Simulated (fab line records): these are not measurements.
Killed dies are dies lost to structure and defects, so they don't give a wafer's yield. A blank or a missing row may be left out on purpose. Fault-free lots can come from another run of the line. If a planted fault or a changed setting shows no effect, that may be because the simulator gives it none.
The tool behind it: which one? || flow sky130 || 33 wafers from 11 lots sampled at 5 of the route's 708 steps

## WHAT THE GAUGES READ, wafer by wafer
SKY_NWELL_OVL_MEAS_23. Usual: NWELL_01_OVL gives 0.1 nm (standard deviation 1.2).
{"lot": "L464", "measured": "day 5 09:51", "on": "overlay-01", "NWELL_01_OVL (nm)": "-2.6 -0.7 -0.5", "flag": ""}
{"lot": "L465", "measured": "day 5 17:47", "on": "overlay-02", "NWELL_01_OVL (nm)": "1.7 -0.6 -0.8", "flag": ""}
{"lot": "L466", "measured": "day 6 02:21", "on": "overlay-01", "NWELL_01_OVL (nm)": "-0.2 0.0 2.1", "flag": ""}
{"lot": "L468", "measured": "day 6 06:56", "on": "overlay-02", "NWELL_01_OVL (nm)": "-0.6 0.3 2.4", "flag": ""}
{"lot": "L474", "measured": "day 7 20:17", "on": "overlay-02", "NWELL_01_OVL (nm)": "0.7 0.9 -0.3", "flag": ""}
{"lot": "L475", "measured": "day 8 01:05", "on": "overlay-01", "NWELL_01_OVL (nm)": "-1.2 -0.2 -0.5", "flag": ""}
{"lot": "L480", "measured": "day 9 06:17", "on": "overlay-02", "NWELL_01_OVL (nm)": "-1.3 0.6 -0.5", "flag": ""}
{"lot": "L482", "measured": "day 9 20:41", "on": "overlay-02", "NWELL_01_OVL (nm)": "-0.6 -0.1 -1.1", "flag": ""}
{"lot": "L483", "measured": "day 10 02:41", "on": "overlay-01", "NWELL_01_OVL (nm)": "-2.6 -1.6 -2.0", "flag": ""}
{"lot": "L484", "measured": "day 10 18:26", "on": "overlay-01", "NWELL_01_OVL (nm)": "0.3 -0.1 2.2", "flag": ""}
{"lot": "L486", "measured": "day 11 11:44", "on": "overlay-02", "NWELL_01_OVL (nm)": "-1.0 2.0 0.1", "flag": ""}

SKY_VT_ADJUST_HVTR_TW_MEAS_11. Usual: VT_ADJUST_HVTR_TW gives 213.1 (standard deviation 0.86).
{"lot": "L464", "measured": "day 9 12:58", "on": "film-metro-03", "VT_ADJUST_HVTR_TW": "212.9 213.0 213.5", "flag": ""}
{"lot": "L465", "measured": "day 9 21:50", "on": "film-metro-03", "VT_ADJUST_HVTR_TW": "213.2 213.4 213.8", "flag": ""}
{"lot": "L466", "measured": "day 10 07:37", "on": "film-metro-03", "VT_ADJUST_HVTR_TW": "212.6 213.4 213.5", "flag": ""}
{"lot": "L468", "measured": "day 10 13:21", "on": "film-metro-03", "VT_ADJUST_HVTR_TW": "213.5 213.4 213.6", "flag": ""}
{"lot": "L474", "measured": "day 12 09:05", "on": "film-metro-03", "VT_ADJUST_HVTR_TW": "213.4 213.4 213.7", "flag": ""}
{"lot": "L475", "measured": "day 12 14:00", "on": "film-metro-03", "VT_ADJUST_HVTR_TW": "213.0 212.6 212.0", "flag": ""}
{"lot": "L480", "measured": "day 14 01:20", "on": "film-metro-03", "VT_ADJUST_HVTR_TW": "213.6 212.4 213.3", "flag": ""}
{"lot": "L482", "measured": "day 14 17:50", "on": "film-metro-04", "VT_ADJUST_HVTR_TW": "212.5 213.5 212.1", "flag": ""}
{"lot": "L483", "measured": "day 14 23:54", "on": "film-metro-03", "VT_ADJUST_HVTR_TW": "212.9 213.0 213.0", "flag": ""}
{"lot": "L484", "measured": "day 15 20:08", "on": "film-metro-02", "VT_ADJUST_HVTR_TW": "213.3 213.4 214.0", "flag": ""}
{"lot": "L486", "measured": "day 16 18:57", "on": "film-metro-02", "VT_ADJUST_HVTR_TW": "211.0 213.4 212.7", "flag": ""}

SKY_POLY_GATE_CD_MEAS_13: target cd 150 nm. Usual: cd-nm at 150.0 nm, with a standard deviation of 1.3.
{"lot": "L464", "measured": "day 16 17:58", "on": "cd-sem-01", "cd-nm (nm)": "148.7 148.3 150.0", "flag": ""}
{"lot": "L465", "measured": "day 17 11:17", "on": "cd-sem-02", "cd-nm (nm)": "151.1 151.1 151.6", "flag": ""}
{"lot": "L466", "measured": "day 17 06:56", "on": "cd-sem-02", "cd-nm (nm)": "150.4 150.4 152.1", "flag": ""}
{"lot": "L468", "measured": "day 17 11:36", "on": "cd-sem-01", "cd-nm (nm)": "151.7 150.8 151.0", "flag": ""}
{"lot": "L474", "measured": "day 19 19:26", "on": "cd-sem-02", "cd-nm (nm)": "149.7 148.9 98.8 149.4 148.6 99.3", "flag": "OFF"}
{"lot": "L475", "measured": "day 20 03:37", "on": "cd-sem-01", "cd-nm (nm)": "149.3 148.3 97.6 148.9 148.5 98.2", "flag": "OFF"}
{"lot": "L480", "measured": "day 21 23:17", "on": "cd-sem-01", "cd-nm (nm)": "150.3 151.4 150.6", "flag": ""}
{"lot": "L482", "measured": "day 22 18:11", "on": "cd-sem-01", "cd-nm (nm)": "149.8 150.2 150.2", "flag": ""}
{"lot": "L483", "measured": "day 22 22:48", "on": "cd-sem-02", "cd-nm (nm)": "150.8 152.1 151.1", "flag": ""}
{"lot": "L484", "measured": "day 23 20:38", "on": "cd-sem-01", "cd-nm (nm)": "147.9 148.9 149.1", "flag": ""}
{"lot": "L486", "measured": "day 24 18:36", "on": "cd-sem-02", "cd-nm (nm)": "150.3 148.4 148.1", "flag": ""}

SKY_POLY_GATE_CD_MEAS_22. Usual: cd-nm at 150.0 nm, with a standard deviation of 1.8.
{"lot": "L464", "measured": "day 16 20:41", "on": "cd-sem-02", "cd-nm (nm)": "146.9 149.5 149.1", "flag": ""}
{"lot": "L465", "measured": "day 17 14:20", "on": "cd-sem-02", "cd-nm (nm)": "153.2 151.2 154.1", "flag": ""}
{"lot": "L466", "measured": "day 17 08:47", "on": "cd-sem-02", "cd-nm (nm)": "149.7 149.2 152.0", "flag": ""}
{"lot": "L468", "measured": "day 17 14:32", "on": "cd-sem-01", "cd-nm (nm)": "152.2 151.1 152.5", "flag": ""}
{"lot": "L474", "measured": "day 19 23:47", "on": "cd-sem-02", "cd-nm (nm)": "151.1 149.7 98.9 151.0 149.2 98.8", "flag": "OFF"}
{"lot": "L475", "measured": "day 20 12:36", "on": "cd-sem-02", "cd-nm (nm)": "148.9 148.4 99.2 148.9 148.6 99.2", "flag": "OFF"}
{"lot": "L480", "measured": "day 22 01:08", "on": "cd-sem-01", "cd-nm (nm)": "149.5 150.5 149.0", "flag": ""}
{"lot": "L482", "measured": "day 22 20:02", "on": "cd-sem-02", "cd-nm (nm)": "150.1 148.4 149.7", "flag": ""}
{"lot": "L483", "measured": "day 23 01:06", "on": "cd-sem-01", "cd-nm (nm)": "152.1 153.5 151.9", "flag": ""}
{"lot": "L484", "measured": "day 23 22:29", "on": "cd-sem-02", "cd-nm (nm)": "150.8 150.5 151.5", "flag": ""}
{"lot": "L486", "measured": "day 24 20:28", "on": "cd-sem-01", "cd-nm (nm)": "149.9 148.8 147.4", "flag": ""}

## EACH LOT AND THE TOOL THAT RAN IT (in order: tool; ch and the chambers of the sampled wafers; start)
{"lot": "L464", "SKY_POLY_GATE_EXPOSE_10": "krf-scanner-02 ch 0, day 16 04:18"}
{"lot": "L465", "SKY_POLY_GATE_EXPOSE_10": "krf-scanner-01 ch 0, day 16 20:54"}
{"lot": "L466", "SKY_POLY_GATE_EXPOSE_10": "krf-scanner-01 ch 0, day 16 16:18"}
{"lot": "L468", "SKY_POLY_GATE_EXPOSE_10": "krf-scanner-02 ch 0, day 16 21:10"}
{"lot": "L474", "SKY_POLY_GATE_EXPOSE_10": "krf-scanner-02 ch 0, day 19 04:29"}
{"lot": "L475", "SKY_POLY_GATE_EXPOSE_10": "krf-scanner-02 ch 0, day 19 12:13"}
{"lot": "L480", "SKY_POLY_GATE_EXPOSE_10": "krf-scanner-01 ch 0, day 21 07:55"}
{"lot": "L482", "SKY_POLY_GATE_EXPOSE_10": "krf-scanner-01 ch 0, day 22 03:55"}
{"lot": "L483", "SKY_POLY_GATE_EXPOSE_10": "krf-scanner-01 ch 0, day 22 08:24"}
{"lot": "L484", "SKY_POLY_GATE_EXPOSE_10": "krf-scanner-02 ch 0, day 23 06:19"}
{"lot": "L486", "SKY_POLY_GATE_EXPOSE_10": "krf-scanner-01 ch 0, day 24 03:42"}
- SKY_POLY_GATE_EXPOSE_10: exposes mask P1M, target cd 150 nm.

## WHAT THE TOOLS THEMSELVES READ (means of the sampled wafers that have a number; where no wafer has one, the mark that the record gives instead)
SKY_POLY_GATE_EXPOSE_10. Usual: reticle-temp-C at 23.00 C, with a standard deviation of 0.1.
{"lot": "L464", "tool": "krf-scanner-02", "reticle-temp-C (C)": 23.15, "flag": ""}
{"lot": "L465", "tool": "krf-scanner-01", "reticle-temp-C (C)": 23.12, "flag": ""}
{"lot": "L466", "tool": "krf-scanner-01", "reticle-temp-C (C)": 23.00, "flag": ""}
{"lot": "L468", "tool": "krf-scanner-02", "reticle-temp-C (C)": 22.89, "flag": ""}
{"lot": "L474", "tool": "krf-scanner-02", "reticle-temp-C (C)": 22.92, "flag": ""}
{"lot": "L475", "tool": "krf-scanner-02", "reticle-temp-C (C)": 23.16, "flag": ""}
{"lot": "L480", "tool": "krf-scanner-01", "reticle-temp-C (C)": 23.06, "flag": ""}
{"lot": "L482", "tool": "krf-scanner-01", "reticle-temp-C (C)": 23.07, "flag": ""}
{"lot": "L483", "tool": "krf-scanner-01", "reticle-temp-C (C)": 22.90, "flag": ""}
{"lot": "L484", "tool": "krf-scanner-02", "reticle-temp-C (C)": 22.98, "flag": ""}
{"lot": "L486", "tool": "krf-scanner-01", "reticle-temp-C (C)": 22.90, "flag": ""}

## THE ANSWER, worked out from the rows above alone
Rule: a lot is off if the mean of its wafers that have a number lies more than 3 standard deviations from the usual mean. A lot without any number at a reading at which 4 lots or more have one is off too. The other lots that the step has rows for count as sound. The gauges are gone through in route order, then the tools' own readings, and for those a lot's mean is taken as printed above. At the first step where some lot is off, the reading lying furthest off is the one used; lots without a number count as furthest.
Off, at SKY_POLY_GATE_CD_MEAS_13 on cd-nm: L474, L475.
A tool fits if, at a process step before that reading, it ran every lot that is off, and no sound lot after the first of them. Those tools and the gauges at SKY_POLY_GATE_CD_MEAS_13 are tried in the same way. None of those tried fits.

## WHAT THE SIMULATOR HAD PUT IN
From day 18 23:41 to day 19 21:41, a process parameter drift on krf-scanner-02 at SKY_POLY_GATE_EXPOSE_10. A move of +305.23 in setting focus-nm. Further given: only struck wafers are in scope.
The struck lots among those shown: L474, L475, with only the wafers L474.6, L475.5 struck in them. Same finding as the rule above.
